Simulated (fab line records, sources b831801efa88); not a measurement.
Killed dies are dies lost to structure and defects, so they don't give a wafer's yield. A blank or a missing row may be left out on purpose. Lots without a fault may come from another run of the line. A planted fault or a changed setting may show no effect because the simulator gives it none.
fab line records | flow sky130
record lots=11 wafers=32 last_day=50
route steps=708 shown CAPM@537 METAL3@568 VIA3@585
lots that met no fault: from a run of the same line without faults
start_h: hours from the record's first day to the start of the lot's first wafer shown | wait_h: hours since the lot's step before | " the same as in the row above | L1.1+2: a row that stands for several wafers | - no value, or no start given | * or withheld: withheld | < > ~ a bound
route shown NAME@n: a module of which the file shows steps, and the number in the route of the first | usual: mean/standard deviation of fault-free wafers | same: alike in all rows | chamber/n: place in a boat | sites: the reading at each site | _std_site: their standard deviation | _edge_site: outer sites' mean less inner sites' | radius_mm: how far each site lies from the wafer's centre | mask NAME#n: copy n | behind: the tool/chamber that last shaped the wafer | hold: why the lot was held/for how many hours/how that ended | device: the transistor (n, p or np) that didn't switch | end of line: the same wafers' tests at the end of the route | a step without rows: its recipe alone | killed: dies lost to structure and defects at the first sort, not the wafer's yield | map: a wafer's dies, x killed, . not, _ none there
set.NAME: the setting as run; set.NAME@STEP: as run at that earlier step | model.NAME: the simulator's own value behind a step, which no gauge read
steps of the route over a sample of lots; a table a step, a row a wafer
services: from which hour (start_h, from the record's first day; less than 0 if before it) a tool's chamber was out of use, for how many hours, and why
## steps
# step SKY_CAPM_CVD_00
# recipe material=SiO2 target_thk_nm=15.5 temp_c=400 time_s=withheld rf_w=450
# usual heater_power_w=759/97
# columns lot.wafer tool chamber start_h wait_h heater_power_w
L580.2 pecvd-03 2 869.12 0.0 874
L580.3 " 0 " " 872
L580.5 " 2 " " 909
L581.3 pecvd-02 0 875.00 0.0 776
L581.4 " 2 " " 800
L583.1 pecvd-03 0 891.48 0.0 848
L583.3 " 1 " " 710
L583.6 " 0 " " 884
L587.1 pecvd-01 1 919.98 0.0 647
L587.3 " 0 " " 996
L587.6 " 0 " " 990
L590.3 pecvd-02 2 947.70 0.0 778
L590.5 " 1 " " 667
L590.6 " 2 " " 764
L593.2 pecvd-01 2 969.11 0.0 688
L593.3 " 1 " " 641
L593.4 " 2 " " 676
L595.2 pecvd-03 1 977.24 0.0 729
L595.3 " 2 " " 815
L595.5 " 0 " " 791
L596.1 pecvd-02 2 982.04 0.0 696
L596.3 " 1 " " 685
L596.5 " 1 " " 666
L599.1 pecvd-01 1 1001.34 0.0 668
L599.4 " 1 " " 647
L599.5 " 2 " " 617
L600.1 pecvd-03 2 1007.49 0.0 854
L600.2 " 0 " " 818
L600.5 " 2 " " 849
L601.3 pecvd-03 2 1011.80 0.0 795
L601.5 " 0 " " 769
L601.6 " 2 " " 798
# step SKY_METAL3_METAL_ETCH_18
# recipe target_depth_a=8450 stop_on=SiO2 over_etch_frac=0.3 time_s=183.1 chemistry=Cl2/BCl3 resist_sidewall_deg=88 pressure_mtorr=10 icp_w=900 bias_w=48.5 Cl2_flow_sccm=60 bcl3_flow_sccm=30
# usual drypump_motor_current_A=5.6/0.41 oes_product_au=0.864/0.006 over_etch_frac=0.3/0 throttle_valve_pct=22.265/0.0088
# columns lot.wafer tool chamber start_h wait_h drypump_motor_current_A oes_product_au over_etch_frac rf_hours_counter_h throttle_valve_pct
L580.2 rie_metal-04 1 921.46 0.0 5.3 0.865 0.3 13 22.258
L580.3 " 0 " " 6.5 0.864 0.3 - 22.259
L580.5 " 0 " " 6.5 0.864 0.3 - 22.268
L581.3 rie_metal-04 1 927.12 0.1 5.3 0.846 0.38609 - 22.251
L581.4 " 0 " " 6.5 0.845 0.38609 - 22.273
L583.1 rie_metal-03 1 942.16 0.0 5.3 0.860 0.3 15 22.258
L583.3 " 1 " " 5.3 0.862 0.3 - 22.256
L583.6 " 1 " " 5.3 0.869 0.3 - 22.272
L587.1 rie_metal-04 0 968.95 0.0 6.5 0.833 0.38609 1 22.268
L587.3 " 0 " " 6.5 0.835 0.38609 - 22.273
L587.6 " 0 " " 6.5 0.830 0.38609 - 22.243
L590.3 rie_metal-01 1 996.39 0.1 5.5 0.866 0.3 - 22.270
L590.5 " 0 " " 5.8 0.859 0.3 - 22.283
L590.6 " 1 " " 5.5 0.865 0.3 - 22.255
L593.2 rie_metal-01 0 1016.73 0.0 5.8 0.866 0.3 21 22.261
L593.3 " 1 " " 5.5 0.867 0.3 - 22.267
L593.4 " 0 " " 5.8 0.871 0.3 - 22.287
L595.2 rie_metal-03 1 1025.68 0.0 5.3 0.865 0.3 20 22.262
L595.3 " 1 " " 5.3 0.868 0.3 - 22.265
L595.5 " 1 " " 5.3 0.867 0.3 - 22.267
L596.1 rie_metal-04 1 1029.54 0.0 5.3 0.861 0.3 20 22.249
L596.3 " 1 " " 5.3 0.862 0.3 - 22.259
L596.5 " 1 " " 5.3 0.863 0.3 - 22.261
L599.1 rie_metal-01 0 1047.66 0.0 5.9 0.869 0.3 1 22.266
L599.4 " 1 " " 5.5 0.865 0.3 - 22.267
L599.5 " 1 " " 5.5 0.854 0.3 - 22.269
L600.1 rie_metal-04 0 1053.63 0.0 6.5 0.864 0.3 5 22.269
L600.2 " 1 " " 5.2 0.859 0.3 23 22.264
L600.5 " 0 " " 6.5 0.855 0.3 - 22.246
L601.3 rie_metal-04 1 1057.97 0.1 5.3 0.872 0.3 - 22.258
L601.5 " 0 " " 6.5 0.864 0.3 - 22.270
L601.6 " 1 " " 5.3 0.861 0.3 - 22.262
# step SKY_METAL3_STRIP_19
# recipe chemistry=O2/N2 power_w=1400 pressure_mtorr=1500 platen_temp_c=withheld o2_flow_sccm=3000 n2_flow_sccm=300 overash_fraction=0.5
# usual drypump_motor_current_A=5.9/0.41 n2_flow_sccm=300.0/0.89 oes_product_au=0.501/0.0057 strip_time_to_endpoint_s=6.52/0.1
# columns lot.wafer tool chamber start_h wait_h drypump_motor_current_A n2_flow_sccm oes_product_au rf_hours_counter_h strip_time_to_endpoint_s
L580.2 plasma_asher-01 1 921.64 0.1 5.7 301.0 0.500 19 6.41
L580.3 " 0 " " 5.9 300.2 0.501 - 6.56
L580.5 " 1 " " 5.7 299.3 0.500 - 6.53
L581.3 plasma_asher-02 1 927.27 0.1 4.9 300.7 0.483 - 6.13
L581.4 " 0 " " 6.6 299.4 0.486 - 6.18
L583.1 plasma_asher-01 1 942.34 0.1 5.7 301.0 0.502 21 6.52
L583.3 " 0 " " 5.9 299.6 0.508 - 6.47
L583.6 " 0 " " 5.9 301.0 0.507 - 6.51
L587.1 plasma_asher-02 1 969.13 0.1 4.9 300.0 0.499 84 6.25
L587.3 " 0 " " 6.6 299.6 0.494 - 6.24
L587.6 " 0 " " 6.5 299.6 0.477 - 6.26
L590.3 plasma_asher-03 1 996.54 0.1 6.3 299.1 0.500 - 6.50
L590.5 " 1 " " 6.3 299.6 0.494 - 6.50
L590.6 " 0 " " 6.0 300.3 0.497 - 6.44
L593.2 plasma_asher-01 0 1016.91 0.1 5.9 301.3 0.502 28 6.50
L593.3 " 1 " " 5.7 299.3 0.510 - 6.46
L593.4 " 0 " " 5.9 300.4 0.495 - 6.54
L595.2 plasma_asher-03 0 1025.86 0.1 6.1 298.5 0.504 122 6.62
L595.3 " 1 " " 6.3 300.3 0.511 - 6.57
L595.5 " 1 " " 6.3 301.1 0.503 - 6.55
L596.1 plasma_asher-03 1 1029.90 0.3 6.3 299.3 0.495 122 6.38
L596.3 " 1 " " 6.3 299.3 0.493 - 6.34
L596.5 " 0 " " 6.1 300.7 0.497 - 6.38
L599.1 plasma_asher-03 1 1047.84 0.1 6.3 299.1 0.499 124 6.33
L599.4 " 0 " " 6.1 300.1 0.494 - 6.42
L599.5 " 0 " " 6.1 297.5 0.498 - 6.47
L600.1 plasma_asher-03 1 1053.81 0.1 6.3 301.1 0.504 125 6.59
L600.2 " 0 " " 6.0 300.6 0.491 125 6.32
L600.5 " 0 " " 6.1 298.9 0.501 - 6.55
L601.3 plasma_asher-01 1 1058.12 0.1 5.7 298.5 0.496 - 6.33
L601.5 " 1 " " 5.7 300.5 0.505 - 6.58
L601.6 " 0 " " 5.9 301.7 0.488 - 6.35
# step SKY_VIA3_CD_MEAS_12
# recipe target_cd_nm=200
# usual cd_nm=199.7/1.4
# columns lot.wafer tool chamber start_h wait_h cd_nm
L580.2 cd_sem-02 - 947.33 - 199.0
L580.3 " - " " 200.8
L580.5 " - " " 199.9
L581.3 cd_sem-01 - 953.80 - 201.7
L581.4 " - " " 200.2
L583.1 cd_sem-01 - 967.26 - 198.2
L583.3 " - " " 197.2
L583.6 " - " " 196.8
L587.1 cd_sem-02 - 993.66 - 199.4
L587.3 " - " " 200.3
L587.6 " - " " 198.3
L590.3 cd_sem-02 - 1020.78 - 199.0
L590.5 " - " " 199.2
L590.6 " - " " 199.7
L593.2 cd_sem-01 - 1040.71 - 201.0
L593.3 " - " " 201.7
L593.4 " - " " 200.5
L595.2 cd_sem-02 - 1049.76 - 201.2
L595.3 " - " " 202.0
L595.5 " - " " 201.7
L596.1 cd_sem-02 - 1053.36 - 198.5
L596.3 " - " " 200.5
L596.5 " - " " 200.6
L599.1 cd_sem-02 - 1071.36 - 196.9
L599.4 " - " " 196.8
L599.5 " - " " 198.9
L600.1 cd_sem-01 - 1076.94 - 201.0
L600.2 " - " " 201.3
L600.5 " - " " 201.0
L601.3 cd_sem-02 - 1080.75 - 199.1
L601.5 " - " " 199.2
L601.6 " - " " 199.6
# step SKY_VIA3_RS_MEAS_22
# recipe thk_meas_gauge=four-point-probe reads=W_of_VIA3_CVD_21+TiN_of_VIA3_SPUTTER_20
# usual VIA3_W_RS=0.292/0.0066
# columns lot.wafer tool chamber start_h wait_h VIA3_W_RS[ohm/sq]
L580.2 film_metro-02 - 948.36 0.1 0.295
L580.3 " - " " 0.285
L580.5 " - " " 0.286
L581.3 film_metro-02 - 954.84 0.1 0.288
L581.4 " - " " 0.301
L583.1 film_metro-01 - 968.36 0.1 0.286
L583.3 " - " " 0.287
L583.6 " - " " 0.300
L587.1 film_metro-02 - 994.74 0.1 0.299
L587.3 " - " " 0.299
L587.6 " - " " 0.284
L590.3 film_metro-04 - 1021.82 0.1 0.283
L590.5 " - " " 0.281
L590.6 " - " " 0.300
L593.2 film_metro-04 - 1041.79 0.1 0.289
L593.3 " - " " 0.287
L593.4 " - " " 0.297
L595.2 film_metro-02 - 1050.84 0.1 0.302
L595.3 " - " " 0.285
L595.5 " - " " 0.286
L596.1 film_metro-01 - 1054.43 0.1 0.281
L596.3 " - " " 0.296
L596.5 " - " " 0.282
L599.1 film_metro-01 - 1072.39 0.1 0.290
L599.4 " - " " 0.289
L599.5 " - " " 0.301
L600.1 film_metro-01 - 1077.98 0.1 0.285
L600.2 " - " " 0.298
L600.5 " - " " 0.289
L601.3 film_metro-04 - 1081.78 0.1 0.287
L601.5 " - " " 0.287
L601.6 " - " " 0.297
## services
# columns tool chamber start_h hours kind
plasma_asher-01 - 867.70 3.3 repair
rie_metal-03 - 888.85 2.8 pm
pecvd-03 2 890.54 5.5 scheduled_down
pecvd-03 - 905.39 6.0 pm
plasma_asher-03 - 931.66 2.8 pm
rie_metal-04 0 934.91 - clean
rie_metal-04 0 934.91 14.8 scheduled_down
rie_metal-04 0 934.91 14.8 vent_cycle
rie_metal-01 1 950.22 1.2 repair
plasma_asher-02 - 954.79 4.0 pm
plasma_asher-02 - 977.84 8.9 repair
pecvd-03 - 982.75 0.5 repair
pecvd-03 1 997.85 5.5 scheduled_down
pecvd-03 1 1003.31 - clean
pecvd-03 1 1003.31 - consumable_replace:showerhead
pecvd-03 1 1003.31 29.0 scheduled_down
rie_metal-03 0 1005.55 13.9 repair
rie_metal-03 - 1010.30 1.4 pm
pecvd-01 - 1019.39 1.2 repair
rie_metal-04 0 1027.82 21.8 repair
pecvd-01 - 1028.84 2.6 repair
pecvd-03 0 1033.24 4.7 repair
plasma_asher-03 - 1055.25 9.0 pm
pecvd-02 1 1055.69 4.8 repair
## key
first_sign step=SKY_METAL3_METAL_ETCH_18 reading=over_etch_frac direction=up sigmas=99+ usual=0.3 struck=0.38609
effect step=SKY_METAL3_METAL_ETCH_18 reading=oes_product_au direction=down sigmas=4.4 usual=0.864 struck=0.838
effect step=SKY_METAL3_STRIP_19 reading=strip_time_to_endpoint_s direction=down sigmas=3 usual=* struck=*
met_at SKY_METAL3_METAL_ETCH_18
struck_lots L581,L587
not_acting_at SKY_CAPM_CVD_00,SKY_VIA3_CD_MEAS_12,SKY_VIA3_RS_MEAS_22
onset_between 921.46 927.12
fault kind=process_parameter_drift tool=rie_metal-04 chamber=- onset_h=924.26 steps=SKY_METAL3_METAL_ETCH_18 channel=over_etch_frac offset=0.086088 shape=step end_h=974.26 acts_in=these_recipes_only stated=0.3
